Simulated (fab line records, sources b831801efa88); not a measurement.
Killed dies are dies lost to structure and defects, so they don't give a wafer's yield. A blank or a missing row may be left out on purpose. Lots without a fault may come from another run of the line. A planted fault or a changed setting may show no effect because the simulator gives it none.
Chamber matching | flow sky130 | SKY_VIA2_CMP_02 on cmp-01: 4 sister chambers
The step polishes SiO2. 7 wafers are shown with their chamber, then 7 later ones without.

WAFERS WITH THEIR CHAMBER
wafer  | chamber | motor_current_A (A) | platen_rpm (rpm)
L119.4 | 1       | 12.4                | 59.98
L119.6 | 2       | 14.8                | 60.01
L120.1 | 3       | 14.0                | 59.96
L120.5 | 3       | 14.4                | 60.00
L120.6 | 2       | 13.4                | 59.98
L121.1 | 0       | 10.7                | 60.05
L121.5 | 1       | 12.7                | 60.00

WAFERS WITHOUT THEIR CHAMBER
wafer  | motor_current_A (A) | platen_rpm (rpm)
L121.6 | 14.0                | 59.99
L129.1 | 14.8                | 59.94
L129.2 | 14.5                | 60.01
L129.5 | 10.8                | 59.96
L130.1 | 10.4                | 60.01
L130.3 | 15.0                | 60.04
L130.4 | 14.7                | 59.97

WHICH CHAMBER EACH WENT THROUGH
wafer  | from the rows above     | in truth
L121.6 | can't be placed: 2 or 3 | 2
L129.1 | can't be placed: 3 or 2 | 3
L129.2 | can't be placed: 2 or 3 | 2
L129.5 | can't be placed: 1 or 0 | 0
L130.1 | can't be placed: 0 or 1 | 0
L130.3 | can't be placed: 2 or 3 | 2
L130.4 | can't be placed: 3 or 2 | 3
Placed correctly: 0 of 7. Can't be placed from these rows: 7 (the true chamber is among the candidates in 7). Placed wrongly: 0.
How it was worked out, from the rows above alone: a wafer's distance from a chamber is the root of the sum, over the readings, of the square of ((its reading less the chamber's mean) divided by the reading's scatter). The wafer belongs to the nearest chamber; if the next one is less than 2 further off, it can't be placed. A chamber's mean is the mean of its shown wafers. The scatter: the root of (the sum of the squares of (reading less its chamber's mean) over the shown wafers, divided by (wafers less chambers)).
